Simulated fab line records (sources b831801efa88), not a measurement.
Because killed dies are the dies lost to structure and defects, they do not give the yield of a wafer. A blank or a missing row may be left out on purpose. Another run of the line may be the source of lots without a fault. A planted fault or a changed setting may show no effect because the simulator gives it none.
Struck lot and sound lot, side by side    flow sky130    24 steps out of a route of 708
Sound: the wafers L710.1, L710.2, L710.6. Struck: wafer L715.6 (left out: L715.3, a lot-mate that was not struck); the cause follows at the end.
For every step that has rows: the tool of each side, followed by ch and its chambers, followed by its first start. Under that, the readings that differ: sound wafers    struck wafers    difference of the means    sigmas: that difference in standard deviations of wafers without a fault.
alike: words and numbers the same on both sides, and readings whose means are apart by under 2 such deviations; not compared: readings that were withheld, readings missing a value for some wafer, numbers with overlapping values and no deviation given by the record, and bounds like >300 which may hide the same value.
The two part at a step that has a row with sigmas, a row that says differs or no value, or rows on one side only. Non-overlapping numbers with no deviation appear without sigmas and do not part them. Lack of a reading on every wafer of one side parts them only where that side has two or more wafers.

first, 6 steps without rows for these wafers: SKY_PWDE_HMDS_01 (prime time 60 s); SKY_PWDE_COAT_02 (resist thk 3000 nm); SKY_PWDE_SOFTBAKE_03; SKY_PWDE_EXPOSE_04 (exposes mask PWDEM, target cd 840 nm); SKY_PWDE_PEB_05; SKY_PWDE_DEVELOP_06 (develop time 60 s).
SKY_PWDE_OVL_MEAS_07:
  sound on overlay-01 at day 4 08:57; struck on overlay-02 at day 5 14:16
  alike: PWDE_OVL
then, 1 step without rows for these wafers: SKY_PWDE_IMPLANT_08.
SKY_PWDE_STRIP_09: strips in O2/N2.
  sound on plasmaAsher-03 ch 0,1, day 4 09:08; struck on plasmaAsher-01 ch 0, day 5 14:28
  alike: drypumpMotorCurrentA, oesProductAu, stripTimeToEndpointS
  not compared: rfHoursCounterH
SKY_PWDE_TW_MEAS_10:
  sound on filmMetro-03 at day 4 09:14; struck on filmMetro-03 at day 5 14:34
  alike: PWDE_TW
then, 2 steps without rows for these wafers: SKY_NWELL_DEHYDRATE_03 (time 60 s); SKY_NWELL_HMDS_04 (prime time 60 s).
SKY_NWELL_COAT_05: resist thk 3000 nm.
  sound on lithoTrack-03 ch 0, day 4 18:07; struck on lithoTrack-03 ch 0, day 5 23:22
reading                                 sound           struck  difference  sigmas
model.coat_of_NWELL_COAT_05.thkNm (nm)  3012 3010 3019  1697    -1317       
then, 3 steps without rows for these wafers: SKY_NWELL_SOFTBAKE_06; SKY_NWELL_EXPOSE_07 (exposes mask NWM, target cd 840 nm); SKY_NWELL_PEB_08.
SKY_NWELL_DEVELOP_09: develop time 60 s.
  sound: lithoTrack-03 ch 0; struck: lithoTrack-04 ch 0
reading                                 sound           struck  difference  sigmas
model.coat_of_NWELL_COAT_05.thkNm (nm)  3008 3006 3014  1693    -1316       
SKY_NWELL_OVL_MEAS_10:
  sound on overlay-02 at day 5 02:52; struck on overlay-01 at day 6 09:14
  alike: NWELL_00_OVL
then, 3 steps without rows for these wafers: SKY_NWELL_IMPLANT_11; SKY_NWELL_IMPLANT_12; SKY_NWELL_IMPLANT_13.
SKY_NWELL_STRIP_14: strips in O2/N2.
  sound on plasmaAsher-02 ch 0,1, day 5 03:21; struck on plasmaAsher-02 ch 0, day 6 09:45
reading                   sound              struck  difference  sigmas
stripTimeToEndpointS (s)  37.07 37.02 37.14  21.77   -15.31      -99 or more
  alike: drypumpMotorCurrentA, oesProductAu
  not compared: rfHoursCounterH
SKY_NWELL_TW_MEAS_15:
  sound on filmMetro-04 at day 5 03:27; struck on filmMetro-04 at day 6 09:50
  alike: NWELL_TW
-- the record jumps here: 43 days lie between the struck wafers' starts before and after (it left off in module NWELL and takes up again in module PAD_OPEN, whose first step shown is number 708 of the route) --
SKY_PAD_OPEN_PROBE_99:
  sound on prober-01 at day 47 15:36; struck on prober-01 at day 49 01:23
reading                                 sound                         struck     difference  sigmas
killedAtContacts                        25 30 29                      18         -10         -2
model.etest.pfet_16v.rOnOhmUm           1.57e+04 1.572e+04 1.536e+04  1.614e+04  +5.467e+02  
model.etest.nfet_16v.rOnOhmUm           1.42e+04 1.418e+04 1.417e+04  1.39e+04   -2.83e+02   
model.etest.resNwell.lineOhmUm          1200 1187 1180                969.5      -219.5      
model.etest.resNwell.widthNm (nm)       840.3 842.3 841               949        +108        
model.etest.resIsoPwell.widthNm (nm)    2648 2650 2646                2590       -58         
model.etest.pfet_16v.driveUaUm          233.1 235.5 238.1             225.2      -10.4       
model.etest.isoNwellNwell.leakLog10AUm  -13.92 -13.79 -13.83          -12.54     +1.31       
  alike: killed_at_M0_to_M3, killed_at_M4_up, killedAtFrontEnd, killedAtOther, killedDies, killedOpen, killedShort

## WHERE THEY PART
Earliest at SKY_NWELL_STRIP_14; latest, in this record, at SKY_PAD_OPEN_PROBE_99.

WHY: what had been put in by the simulator
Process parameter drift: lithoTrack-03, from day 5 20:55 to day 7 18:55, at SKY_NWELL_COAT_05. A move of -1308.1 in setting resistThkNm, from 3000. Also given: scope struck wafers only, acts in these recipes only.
